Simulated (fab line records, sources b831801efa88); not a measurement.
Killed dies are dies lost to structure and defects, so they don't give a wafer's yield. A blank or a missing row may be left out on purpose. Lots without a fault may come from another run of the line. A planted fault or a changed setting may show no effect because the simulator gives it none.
fab line records | flow sky130
record lots=12 wafers=36 last_day=50
route steps=708 shown VT_ADJUST_HVTR@141 SONOS_ONO@186 POLY_GATE@229 LDD_LDN@301 PAD_OPEN@708
lots that met no fault: from a run of the same line without faults
start_h: hours from the record's first day to the start of the lot's first wafer shown | wait_h: hours since the lot's step before | " the same as in the row above | L1.1+2: a row that stands for several wafers | - no value, or no start given | * or withheld: withheld | < > ~ a bound
route shown NAME@n: a module of which the file shows steps, and the number in the route of the first | usual: mean/standard deviation of fault-free wafers | same: alike in all rows | chamber/n: place in a boat | sites: the reading at each site | _std_site: their standard deviation | _edge_site: outer sites' mean less inner sites' | radius_mm: how far each site lies from the wafer's centre | mask NAME#n: copy n | behind: the tool/chamber that last shaped the wafer | hold: why the lot was held/for how many hours/how that ended | device: the transistor (n, p or np) that didn't switch | end of line: the same wafers' tests at the end of the route | a step without rows: its recipe alone | killed: dies lost to structure and defects at the first sort, not the wafer's yield | map: a wafer's dies, x killed, . not, _ none there
set.NAME: the setting as run; set.NAME@STEP: as run at that earlier step | model.NAME: the simulator's own value behind a step, which no gauge read
steps of the route over a sample of lots; a table a step, a row a wafer
services: from which hour (start_h, from the record's first day; less than 0 if before it) a tool's chamber was out of use, for how many hours, and why
## steps
# step SKY_VT_ADJUST_HVTR_STRIP_10
# recipe chemistry=O2/N2 power_w=1400 pressure_mtorr=1500 platen_temp_c=withheld o2_flow_sccm=3000 n2_flow_sccm=300 overash_fraction=0.5
# usual drypump_motor_current_A=5.5/0.42 oes_product_au=0.715/0.0046 strip_time_to_endpoint_s=14.34/0.041
# same overash_fraction=0.5
# columns lot.wafer tool chamber start_h wait_h drypump_motor_current_A oes_product_au rf_hours_counter_h strip_time_to_endpoint_s
L112.1 plasma_asher-03 0 210.79 0.1 5.3 0.721 50 14.35
L112.3 " 0 " " 5.2 0.715 - 14.38
L112.5 " 0 " " 5.2 0.706 - 14.35
L114.1 plasma_asher-03 0 222.08 0.1 5.3 0.715 52 14.31
L114.3 " 1 " " 6.2 0.707 - 14.34
L114.6 " 0 " " 5.3 0.712 - 14.28
L116.1 plasma_asher-03 0 263.39 0.1 5.2 0.714 56 14.34
L116.4 " 1 " " 6.2 0.718 - 14.37
L116.6 " 0 " " 5.3 0.714 - 14.36
L117.3 plasma_asher-01 1 263.72 0.1 5.6 0.714 - 14.28
L117.4 " 0 " " 4.9 0.716 - 14.30
L117.5 " 1 " " 5.6 0.714 - 14.26
L118.1 plasma_asher-01 1 266.53 0.1 5.7 0.716 16 14.28
L118.4 " 1 " " 5.7 0.716 - 14.29
L118.5 " 1 " " 5.7 0.716 - 14.31
L122.3 plasma_asher-01 1 319.92 0.1 5.7 0.725 - 14.39
L122.4 " 0 " " 5.0 0.720 - 14.33
L122.5 " 1 " " 5.7 0.712 - 14.33
L124.2 plasma_asher-01 0 326.45 0.1 4.9 0.710 22 14.27
L124.5 " 0 " " 5.0 0.716 - 14.30
L124.6 " 1 " " 5.7 0.717 - 14.33
L126.1 plasma_asher-01 0 336.77 0.1 4.9 0.711 23 14.33
L126.2 " 1 " " 5.7 0.706 23 14.35
L126.4 " 0 " " 4.9 0.714 - 14.33
L129.2 plasma_asher-04 0 349.26 0.1 5.7 0.716 61 14.31
L129.3 " 1 " " 5.2 0.723 - 14.30
L129.4 " 0 " " 5.7 0.720 - 14.30
L131.2 plasma_asher-01 1 356.50 0.1 5.7 0.719 25 14.31
L131.3 " 1 " " 5.7 0.712 - 14.35
L131.5 " 0 " " 4.9 0.714 - 14.35
L133.4 plasma_asher-04 1 364.96 0.1 5.2 0.712 - 14.29
L133.5 " 0 " " 5.8 0.718 - 14.28
L133.6 " 1 " " 5.2 0.717 - 14.28
L134.1 plasma_asher-04 0 378.20 0.1 5.8 0.710 64 14.35
L134.4 " 0 " " 5.8 0.718 - 14.29
L134.5 " 1 " " 5.2 0.711 - 14.29
# step SKY_SONOS_ONO_WET_ETCH_18
# recipe chemistry=H3PO4 target_depth_nm=15 target=Si3N4 temp_c=160 time_s=172
# usual bath_guard_temp_C=159.9/0.47 bath_heat_duty_pct=26.6/1.6 time_s=172/0
# columns lot.wafer tool chamber start_h wait_h bath_guard_temp_C bath_heat_duty_pct time_s
L112.1 wet_bench-04 1 289.87 0.1 160.8 25.4 172
L112.3 " 1 " " 160.5 27.3 172
L112.5 " 1 " " 160.3 26.0 172
L114.1 wet_bench-02 0 299.57 0.1 160.0 26.9 172
L114.3 " 0 " " 160.8 26.6 172
L114.6 " 0 " " 160.3 27.0 172
L116.1 wet_bench-04 3 349.60 0.1 158.4 26.6 172
L116.4 " 3 " " 159.2 26.7 172
L116.6 " 3 " " 158.9 26.2 172
L117.3 wet_bench-04 1 349.90 0.0 160.5 27.7 172
L117.4 " 1 " " 160.4 25.3 172
L117.5 " 1 " " 160.7 25.9 172
L118.1 wet_bench-04 0 350.80 0.1 160.4 25.1 172
L118.4 " 0 " " 160.3 25.1 172
L118.5 " 0 " " 160.4 26.6 172
L122.3 wet_bench-02 0 410.01 0.0 - - -
L122.4 " 0 " " - - -
L122.5 " 0 " " - - -
L124.2 wet_bench-04 0 417.23 0.1 - - -
L124.5 " 0 " " - - -
L124.6 " 0 " " - - -
L126.1 wet_bench-01 0 428.31 0.1 159.7 26.9 172
L126.2 " 0 " " 159.5 27.8 172
L126.4 " 0 " " 159.3 26.8 172
L129.2 wet_bench-02 1 443.00 0.1 159.7 27.7 172
L129.3 " 1 " " 159.9 24.4 172
L129.4 " 1 " " 159.8 25.8 172
L131.2 wet_bench-04 1 451.27 0.1 160.6 24.7 172
L131.3 " 1 " " 160.0 25.4 172
L131.5 " 1 " " 160.5 27.9 172
L133.4 wet_bench-02 1 459.31 0.0 159.4 26.6 172
L133.5 " 1 " " 159.6 24.7 172
L133.6 " 1 " " 159.6 27.0 172
L134.1 wet_bench-02 2 471.98 0.1 159.4 25.4 172
L134.4 " 2 " " 159.5 27.0 172
L134.5 " 2 " " 159.7 25.6 172
# step SKY_POLY_GATE_ETCH_15
# recipe chemistry=N2/H2 target=BARC ion_energy_ev=200 source_w=500 bias_w=100 pressure_mtorr=30 n2_flow_sccm=100 h2_flow_sccm=200 stop_on=SiO2 time_s=118.5 target_depth_a=1100
# usual bias_w=100.0/0.32 chamber_pressure_mTorr=29.999/0.027 drypump_motor_current_A=5.7/0.41 oes_product_au=0.716/0.0047 throttle_valve_pct=13.212/0.0084
# same time_s=118.5
# columns lot.wafer tool chamber start_h wait_h bias_w chamber_pressure_mTorr drypump_motor_current_A oes_product_au rf_hours_counter_h throttle_valve_pct
L112.1 rie_diel-02 0 380.84 0.0 99.8 30.019 5.3 0.715 36 13.218
L112.3 " 3 " " 100.2 29.996 6.2 0.707 5 13.210
L112.5 " 2 " " 100.2 30.021 6.1 0.718 - 13.220
L114.1 rie_diel-03 2 391.09 0.0 100.1 29.985 5.7 0.709 55 13.216
L114.3 " 3 " " 100.2 30.036 5.8 0.723 97 13.214
L114.6 " 2 " " 100.3 30.022 5.7 0.717 - 13.227
L116.1 rie_diel-03 0 443.72 0.0 99.8 30.037 5.2 0.717 83 13.227
L116.4 " 3 " " 99.8 29.953 5.9 0.712 98 13.213
L116.6 " 3 " " 99.6 29.965 5.9 0.718 - 13.222
L118.1 rie_diel-03 2 448.62 0.0 100.1 29.978 5.8 0.727 56 13.210
L118.4 " 3 " " 100.2 29.977 5.8 0.712 98 13.216
L118.5 " 1 " " 99.8 29.951 5.1 0.712 - 13.206
L117.3 rie_diel-02 2 449.24 0.0 99.6 29.983 6.1 0.718 99 13.201
L117.4 " 3 " " 100.7 30.004 6.2 0.717 - 13.203
L117.5 " 2 " " 99.9 29.961 6.1 0.724 - 13.210
L126.1 rie_diel-02 0 530.19 0.0 99.9 30.003 5.3 0.717 40 13.195
L126.2 " 1 " " 99.2 30.005 6.2 0.717 1 13.211
L126.4 " 2 " " 100.3 30.016 6.1 0.717 0 13.212
L129.2 rie_diel-03 2 541.34 0.0 100.0 29.993 5.8 0.718 58 13.213
L129.3 " 3 " " 100.4 29.939 5.9 0.724 1 13.212
L129.4 " 2 " " 100.4 30.045 5.8 0.720 - 13.212
L131.2 rie_diel-01 1 549.59 0.0 100.1 29.947 6.3 0.717 60 13.219
L131.3 " 2 " " 100.1 29.934 5.8 0.713 5 13.211
L131.5 " 0 " " 100.4 29.979 5.4 0.718 - 13.224
L133.4 rie_diel-02 3 558.02 0.0 100.1 30.034 6.2 0.724 8 13.219
L133.5 " 0 " " 99.9 29.969 5.4 0.711 - 13.211
L133.6 " 3 " " 99.9 30.000 6.2 0.713 - 13.207
L134.1 rie_diel-02 2 570.67 0.0 100.4 29.995 6.1 0.715 1 13.211
L134.4 " 1 " " 100.6 30.010 6.2 0.716 2 13.222
L134.5 " 0 " " 100.1 29.949 5.3 0.720 - 13.205
# step SKY_LDD_LDN_STRIP_12
# recipe chemistry=O2/N2 power_w=1400 pressure_mtorr=1500 platen_temp_c=withheld o2_flow_sccm=3000 n2_flow_sccm=300 overash_fraction=0.5
# usual drypump_motor_current_A=5.5/0.41 oes_product_au=0.716/0.0042 strip_time_to_endpoint_s=14.20/0.035
# same overash_fraction=0.5
# columns lot.wafer tool chamber start_h wait_h drypump_motor_current_A oes_product_au rf_hours_counter_h strip_time_to_endpoint_s
L112.1 plasma_asher-01 1 536.45 0.1 5.7 0.717 44 14.20
L112.3 " 0 " " 4.9 0.727 - 14.21
L112.5 " 1 " " 5.7 0.713 - 14.16
L114.1 plasma_asher-01 1 546.47 0.1 5.7 0.717 45 14.26
L114.3 " 1 " " 5.7 0.717 - 14.22
L114.6 " 0 " " 4.9 0.723 - 14.23
L116.1 plasma_asher-02 1 601.33 0.1 5.1 0.706 78 14.15
L116.4 " 1 " " 5.2 0.720 - 14.20
L116.6 " 1 " " 5.2 0.722 - 14.17
L118.1 plasma_asher-01 0 604.07 0.1 4.9 0.716 50 14.21
L118.4 " 1 " " 5.7 0.715 - 14.17
L118.5 " 1 " " 5.7 0.712 - 14.18
L117.3 plasma_asher-02 0 605.61 0.1 6.1 0.718 - 14.25
L117.4 " 1 " " 5.2 0.721 - 14.26
L117.5 " 0 " " 6.1 0.717 - 14.27
L126.1 plasma_asher-01 0 679.04 0.1 4.9 0.713 58 14.16
L126.2 " 1 " " 5.7 0.711 58 14.21
L126.4 " 1 " " 5.7 0.716 - 14.15
L129.2 plasma_asher-02 1 689.29 0.1 5.1 0.711 86 14.16
L129.3 " 0 " " 6.1 0.716 - 14.14
L129.4 " 1 " " 5.2 0.709 - 14.14
L131.2 plasma_asher-02 1 697.62 0.1 5.2 0.719 87 14.25
L131.3 " 0 " " 6.1 0.715 - 14.20
L131.5 " 1 " " 5.2 0.707 - 14.23
L133.4 plasma_asher-02 1 706.25 0.1 5.2 0.712 - 14.16
L133.5 " 0 " " 6.0 0.716 - 14.17
L133.6 " 1 " " 5.2 0.719 - 14.20
L134.1 plasma_asher-04 1 719.34 0.1 5.2 0.716 98 14.19
L134.4 " 0 " " 5.8 0.709 - 14.22
L134.5 " 1 " " 5.2 0.707 - 14.18
# step SKY_PAD_OPEN_PROBE_99
# usual killed_at_M0_to_M3=44/6.2 killed_at_M4_up=3.3/1.8 killed_at_contacts=25/5.8 killed_at_front_end=15/4 killed_at_other=0.3/0.49 killed_dies=88/8.8 killed_on_rim=17/3.6 killed_open=48/6.5 killed_short=39/6.3
# same gross_dies=492 killed_at_back_side=0
# columns lot.wafer tool chamber start_h wait_h killed_at_M0_to_M3 killed_at_M4_up killed_at_contacts killed_at_front_end killed_at_other killed_dies killed_on_rim killed_open killed_short
L112.1 prober-02 - 1084.11 0.1 48 1 21 18 0 88 14 52 36
L112.3 prober-02 - 1084.21 0.2 48 2 30 15 0 95 17 53 42
L112.5 prober-02 - 1084.31 0.2 58 3 17 15 1 94 18 55 39
L114.1 prober-01 - 1096.90 0.1 50 3 21 13 1 88 27 44 44
L114.3 prober-01 - 1097.00 0.2 39 3 26 14 0 82 15 48 34
L114.6 prober-01 - 1097.15 0.2 37 5 26 18 0 86 10 41 45
L116.1 prober-01 - 1128.26 0.1 44 2 33 11 0 90 24 54 36
L116.4 prober-01 - 1128.41 0.2 38 3 28 16 1 86 18 50 36
L116.6 prober-01 - 1128.51 0.2 38 3 15 14 0 70 16 32 38
L118.1 prober-01 - 1129.48 0.1 39 6 22 16 0 83 16 57 26
L118.4 prober-01 - 1129.63 0.2 40 2 29 16 1 88 16 46 41
L118.5 prober-01 - 1129.68 0.2 51 3 17 11 0 82 12 47 35
L117.3 prober-02 - 1134.46 0.2 45 4 15 13 1 78 11 42 35
L117.4 prober-02 - 1134.51 0.2 51 2 31 18 2 104 22 52 52
L117.5 prober-02 - 1134.56 0.2 42 5 23 18 0 88 17 51 37
L122.3 prober-01 - 1171.69 0.2 54 3 31 404 0 492 96 60 40
L122.4 prober-01 - 1171.74 0.2 50 8 27 407 0 492 96 54 50
L122.5 prober-01 - 1171.79 0.2 47 5 27 413 0 492 96 53 39
L124.2 prober-02 - 1176.41 0.1 48 1 14 429 0 492 96 33 45
L124.5 prober-02 - 1176.56 0.2 40 6 23 423 0 492 96 36 41
L124.6 prober-02 - 1176.61 0.2 45 2 14 431 0 492 96 38 38
L126.1 prober-01 - 1184.42 0.1 62 3 18 14 0 97 18 59 38
L126.2 prober-01 - 1184.47 0.1 47 3 20 19 0 89 18 52 36
L126.4 prober-01 - 1184.57 0.2 30 4 23 11 0 68 21 39 29
L129.2 prober-02 - 1185.97 0.1 40 4 24 19 0 87 19 53 34
L129.3 prober-02 - 1186.02 0.2 35 1 22 14 0 72 16 44 28
L129.4 prober-02 - 1186.07 0.2 48 3 25 11 0 87 18 50 37
L131.2 prober-02 - 1193.81 0.1 35 1 23 18 0 77 20 34 43
L131.3 prober-02 - 1193.86 0.2 49 2 27 19 0 97 21 47 50
L131.5 prober-02 - 1193.96 0.2 38 3 21 12 1 75 19 40 35
L133.4 prober-02 - 1200.02 0.2 47 2 42 18 0 109 23 46 63
L133.5 prober-02 - 1200.07 0.2 47 3 20 22 1 93 17 56 37
L133.6 prober-02 - 1200.12 0.2 46 5 27 17 0 95 13 55 40
L134.1 prober-02 - 1204.27 0.1 43 4 25 23 1 96 11 49 44
L134.4 prober-02 - 1204.42 0.2 41 2 37 19 1 100 24 46 53
L134.5 prober-02 - 1204.47 0.2 45 4 28 13 0 90 25 47 42
# killed by level:class
L112.1 VIA1:geometric_particle:open=18 CONTACT:geometric_particle:open=9 LI_CONTACT:geometric_particle:open=7 VIA1:geometric_particle:short=7 POLY_GATE:geometric_particle:short=6 METAL1:geometric_particle:short=5 FIELD_ISO:geometric_particle:short=4 POLY_GATE:geometric_particle:open=4
L112.3 CONTACT:geometric_particle:open=13 VIA1:geometric_particle:open=10 LI_CONTACT:geometric_particle:open=7 VIA2:geometric_particle:open=7 VIA3:geometric_particle:open=6 VIA1:geometric_particle:short=5 VIA2:geometric_particle:short=5 METAL2:geometric_particle:short=5
L112.5 VIA1:geometric_particle:open=16 LI_CONTACT:geometric_particle:open=10 VIA3:geometric_particle:open=7 VIA1:geometric_particle:short=6 POLY_GATE:geometric_particle:open=5 METAL2:geometric_particle:short=5 METAL1:geometric_particle:short=5 VIA2:geometric_particle:open=5
L114.1 METAL1:geometric_particle:short=10 CONTACT:geometric_particle:open=8 VIA1:geometric_particle:open=8 VIA1:geometric_particle:short=6 VIA3:geometric_particle:open=6 METAL2:geometric_particle:short=5 FIELD_ISO:geometric_particle:open=4 CONTACT:geometric_particle:short=4
L114.3 VIA1:geometric_particle:open=10 CONTACT:geometric_particle:open=9 VIA2:geometric_particle:open=8 LI_CONTACT:geometric_particle:open=7 VIA2:geometric_particle:short=5 POLY_GATE:geometric_particle:open=4 LOCAL_INTERCONNECT:geometric_particle:short=4 CONTACT:geometric_particle:short=4
L114.6 LOCAL_INTERCONNECT:geometric_particle:short=8 VIA1:geometric_particle:open=7 VIA2:geometric_particle:open=7 POLY_GATE:geometric_particle:open=6 CONTACT:geometric_particle:open=6 FIELD_ISO:geometric_particle:short=5 LI_CONTACT:geometric_particle:short=5 METAL2:geometric_particle:short=5
L116.1 CONTACT:geometric_particle:open=16 VIA1:geometric_particle:open=11 VIA1:geometric_particle:short=7 VIA2:geometric_particle:open=7 CONTACT:geometric_particle:short=6 VIA3:geometric_particle:open=5 FIELD_ISO:geometric_particle:open=4 LOCAL_INTERCONNECT:geometric_particle:short=4
L116.4 CONTACT:geometric_particle:open=14 POLY_GATE:geometric_particle:open=7 VIA3:geometric_particle:open=7 VIA1:geometric_particle:open=6 LI_CONTACT:geometric_particle:open=6 POLY_GATE:geometric_particle:short=4 VIA1:geometric_particle:short=4 METAL3:geometric_particle:short=4
L116.6 VIA1:geometric_particle:open=8 LOCAL_INTERCONNECT:geometric_particle:short=6 VIA2:geometric_particle:open=6 METAL1:geometric_particle:short=5 CONTACT:geometric_particle:open=5 METAL2:geometric_particle:short=5 VIA1:geometric_particle:short=5 POLY_GATE:geometric_particle:open=4
L118.1 CONTACT:geometric_particle:open=14 VIA1:geometric_particle:open=14 LI_CONTACT:geometric_particle:open=6 VIA1:geometric_particle:short=6 VIA2:geometric_particle:open=5 VIA3:geometric_particle:open=5 FIELD_ISO:geometric_particle:open=4 SPACER:geometric_particle:short=4
L118.4 CONTACT:geometric_particle:open=11 VIA1:geometric_particle:open=10 VIA1:geometric_particle:short=9 POLY_GATE:geometric_particle:open=8 CONTACT:geometric_particle:short=7 POLY_GATE:geometric_particle:short=5 LOCAL_INTERCONNECT:geometric_particle:short=5 VIA3:geometric_particle:open=5
L118.5 VIA1:geometric_particle:open=12 VIA2:geometric_particle:open=10 CONTACT:geometric_particle:open=6 FIELD_ISO:geometric_particle:open=5 CONTACT:geometric_particle:short=5 METAL1:geometric_particle:short=5 VIA1:geometric_particle:short=4 METAL1:geometric_particle:open=4
L117.3 VIA2:geometric_particle:open=11 VIA1:geometric_particle:open=9 VIA3:geometric_particle:open=7 CONTACT:geometric_particle:short=5 CONTACT:geometric_particle:open=4 METAL3:geometric_particle:short=4 METAL4:geometric_particle:short=4 LI_CONTACT:geometric_particle:open=3
L117.4 CONTACT:geometric_particle:open=11 VIA2:geometric_particle:open=11 METAL1:geometric_particle:short=10 LI_CONTACT:geometric_particle:open=8 VIA1:geometric_particle:open=8 FIELD_ISO:geometric_particle:short=6 CONTACT:geometric_particle:short=6 POLY_GATE:geometric_particle:short=5
L117.5 VIA1:geometric_particle:open=11 CONTACT:geometric_particle:open=8 VIA2:geometric_particle:open=8 METAL1:geometric_particle:short=6 VIA1:geometric_particle:short=6 FIELD_ISO:geometric_particle:open=5 LI_CONTACT:geometric_particle:open=5 VIA3:geometric_particle:open=5
L122.3 SONOS_ONO:area_etch=391 CONTACT:geometric_particle:open=13 VIA1:geometric_particle:open=13 LI_CONTACT:geometric_particle:open=11 METAL1:geometric_particle:short=8 VIA3:geometric_particle:open=6 METAL2:geometric_particle:short=6 FIELD_ISO:geometric_particle:open=5
L122.4 SONOS_ONO:area_etch=387 LI_CONTACT:geometric_particle:open=8 VIA2:geometric_particle:short=8 VIA3:geometric_particle:open=8 LI_CONTACT:geometric_particle:short=7 VIA2:geometric_particle:open=7 VIA1:geometric_particle:open=6 CONTACT:geometric_particle:open=6
L122.5 SONOS_ONO:area_etch=400 VIA2:geometric_particle:open=11 CONTACT:geometric_particle:open=10 VIA1:geometric_particle:open=9 LI_CONTACT:geometric_particle:open=7 FIELD_ISO:geometric_particle:short=6 VIA3:geometric_particle:open=6 METAL2:geometric_particle:short=6
L124.2 SONOS_ONO:area_etch=413 METAL1:geometric_particle:short=9 VIA1:geometric_particle:short=7 VIA1:geometric_particle:open=7 METAL2:geometric_particle:short=6 FIELD_ISO:geometric_particle:short=5 LI_CONTACT:geometric_particle:open=5 VIA3:geometric_particle:open=5
L124.5 SONOS_ONO:area_etch=414 VIA1:geometric_particle:open=9 METAL1:geometric_particle:short=7 CONTACT:geometric_particle:open=6 METAL2:geometric_particle:short=6 LOCAL_INTERCONNECT:geometric_particle:short=5 LI_CONTACT:geometric_particle:short=5 VIA3:geometric_particle:open=5
L124.6 SONOS_ONO:area_etch=414 VIA1:geometric_particle:open=12 METAL2:geometric_particle:short=8 POLY_GATE:geometric_particle:short=5 POLY_GATE:geometric_particle:open=5 VIA1:geometric_particle:short=5 LI_CONTACT:geometric_particle:open=4 VIA2:geometric_particle:open=4
L126.1 VIA1:geometric_particle:open=20 CONTACT:geometric_particle:open=9 VIA3:geometric_particle:open=8 VIA2:geometric_particle:open=7 METAL1:geometric_particle:short=7 VIA1:geometric_particle:short=6 METAL2:geometric_particle:short=4 FIELD_ISO:geometric_particle:short=3
L126.2 LI_CONTACT:geometric_particle:open=9 VIA2:geometric_particle:open=8 VIA1:geometric_particle:open=8 CONTACT:geometric_particle:open=7 VIA3:geometric_particle:open=7 METAL1:geometric_particle:short=6 POLY_GATE:geometric_particle:short=4 SPACER:geometric_particle:open=4
L126.4 LI_CONTACT:geometric_particle:open=7 CONTACT:geometric_particle:open=7 VIA1:geometric_particle:open=7 CONTACT:geometric_particle:short=6 VIA1:geometric_particle:short=5 VIA2:geometric_particle:open=5 VIA3:geometric_particle:open=4 FIELD_ISO:geometric_particle:short=3
L129.2 CONTACT:geometric_particle:open=12 VIA1:geometric_particle:open=11 FIELD_ISO:geometric_particle:open=8 VIA3:geometric_particle:open=7 LI_CONTACT:geometric_particle:open=7 FIELD_ISO:geometric_particle:short=5 CONTACT:geometric_particle:short=4 METAL1:geometric_particle:short=4
L129.3 CONTACT:geometric_particle:open=10 VIA2:geometric_particle:open=7 VIA1:geometric_particle:open=6 LI_CONTACT:geometric_particle:open=6 FIELD_ISO:geometric_particle:open=5 METAL2:geometric_particle:short=5 VIA3:geometric_particle:open=5 VIA3:geometric_particle:short=4
L129.4 VIA1:geometric_particle:open=10 VIA2:geometric_particle:open=9 VIA3:geometric_particle:open=8 CONTACT:geometric_particle:open=8 METAL1:geometric_particle:short=8 CONTACT:geometric_particle:short=7 POLY_GATE:geometric_particle:open=5 LI_CONTACT:geometric_particle:open=4
L131.2 VIA1:geometric_particle:open=8 LI_CONTACT:geometric_particle:open=7 VIA1:geometric_particle:short=7 FIELD_ISO:geometric_particle:short=5 LI_CONTACT:geometric_particle:short=5 CONTACT:geometric_particle:open=5 METAL1:geometric_particle:short=5 METAL2:geometric_particle:short=5
L131.3 VIA1:geometric_particle:short=8 LI_CONTACT:geometric_particle:open=7 VIA1:geometric_particle:open=7 VIA2:geometric_particle:open=7 FIELD_ISO:geometric_particle:open=6 VIA3:geometric_particle:open=6 CONTACT:geometric_particle:open=5 LOCAL_INTERCONNECT:geometric_particle:short=5
L131.5 VIA1:geometric_particle:open=9 CONTACT:geometric_particle:open=8 LI_CONTACT:geometric_particle:open=7 VIA2:geometric_particle:open=5 VIA3:geometric_particle:short=5 VIA3:geometric_particle:open=5 POLY_GATE:geometric_particle:short=4 CONTACT:geometric_particle:short=4
L133.4 CONTACT:geometric_particle:short=11 CONTACT:geometric_particle:open=10 LOCAL_INTERCONNECT:geometric_particle:short=10 VIA1:geometric_particle:open=10 VIA1:geometric_particle:short=9 VIA2:geometric_particle:open=8 POLY_GATE:geometric_particle:short=7 FIELD_ISO:geometric_particle:short=5
L133.5 VIA1:geometric_particle:open=16 CONTACT:geometric_particle:open=9 METAL2:geometric_particle:short=8 POLY_GATE:geometric_particle:open=6 POLY_GATE:geometric_particle:short=5 LI_CONTACT:geometric_particle:open=5 VIA3:geometric_particle:open=5 FIELD_ISO:geometric_particle:short=4
L133.6 CONTACT:geometric_particle:open=11 VIA2:geometric_particle:open=9 VIA1:geometric_particle:open=9 LOCAL_INTERCONNECT:geometric_particle:short=7 LI_CONTACT:geometric_particle:open=6 VIA3:geometric_particle:open=6 VIA1:geometric_particle:short=5 POLY_GATE:geometric_particle:short=4
L134.1 CONTACT:geometric_particle:open=10 VIA1:geometric_particle:open=10 CONTACT:geometric_particle:short=7 VIA1:geometric_particle:short=7 VIA2:geometric_particle:open=7 FIELD_ISO:geometric_particle:short=6 METAL2:geometric_particle:short=6 POLY_GATE:geometric_particle:open=5
L134.4 VIA1:geometric_particle:open=12 CONTACT:geometric_particle:short=10 CONTACT:geometric_particle:open=10 METAL2:geometric_particle:short=8 FIELD_ISO:geometric_particle:short=7 LI_CONTACT:geometric_particle:open=6 LOCAL_INTERCONNECT:geometric_particle:short=6 METAL1:geometric_particle:short=6
L134.5 CONTACT:geometric_particle:short=12 VIA2:geometric_particle:open=11 CONTACT:geometric_particle:open=7 LI_CONTACT:geometric_particle:open=6 VIA3:geometric_particle:open=5 METAL1:geometric_particle:short=5 VIA1:geometric_particle:open=5 METAL2:geometric_particle:short=5
## services
# columns tool chamber start_h hours kind
rie_diel-03 0 190.38 19.2 repair
plasma_asher-04 - 207.68 24.5 repair
rie_diel-02 - 252.50 3.7 repair
plasma_asher-04 - 264.07 11.3 pm
rie_diel-02 0 317.39 6.9 repair
plasma_asher-04 - 317.80 1.2 repair
plasma_asher-02 - 350.41 5.3 pm
rie_diel-03 3 364.49 15.7 repair
rie_diel-02 - 371.18 4.3 pm
plasma_asher-04 - 388.83 1.4 repair
rie_diel-03 1 394.21 4.1 repair
rie_diel-03 - 420.62 2.8 pm
rie_diel-02 2 466.10 14.7 repair
rie_diel-03 2 474.47 3.4 repair
rie_diel-03 0 493.39 7.2 repair
rie_diel-03 1 505.25 6.2 repair
wet_bench-02 - 513.88 10.5 repair
plasma_asher-04 - 551.10 4.7 repair
rie_diel-03 3 553.16 11.7 repair
rie_diel-03 0 558.79 4.5 repair
wet_bench-04 - 591.82 1.4 repair
rie_diel-02 0 640.66 4.0 repair
rie_diel-02 - 706.38 3.3 repair
plasma_asher-01 - 714.81 2.8 pm
## key
first_sign step=SKY_SONOS_ONO_WET_ETCH_18 reading=tool_record direction=missing
effect step=SKY_PAD_OPEN_PROBE_99 reading=killed_at_front_end direction=up sigmas=99+ usual=15 struck=418
more_kills_born_at SKY_SONOS_ONO_WET_ETCH_18@wet_bench-04=1241 SKY_SONOS_ONO_WET_ETCH_18@wet_bench-02=1178
met_at SKY_SONOS_ONO_WET_ETCH_18
struck_lots L122,L124
later_rows_left_out L122.3,L122.4,L122.5,L124.2,L124.5,L124.6
tester_left_out L122,L124
not_acting_at SKY_VT_ADJUST_HVTR_STRIP_10,SKY_POLY_GATE_ETCH_15,SKY_LDD_LDN_STRIP_12
onset_between 350.80 410.01
fault kind=skipped_step_whole tool=wet_bench-02,wet_bench-04 chamber=- onset_h=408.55 steps=SKY_SONOS_ONO_WET_ETCH_18 scope=struck_lots_only
# tester_left_out: of these lots the tester's yield and bins aren't shown, on N5 and GAA mostly nor the transistor test; their killed dies are dies lost to structure and defects alone, not to doping, threshold or leakage, so they don't give the yield
# later_rows_left_out: the simulator's readings of these wafers behind a module that went badly wrong aren't trusted and aren't shown, but for the sort
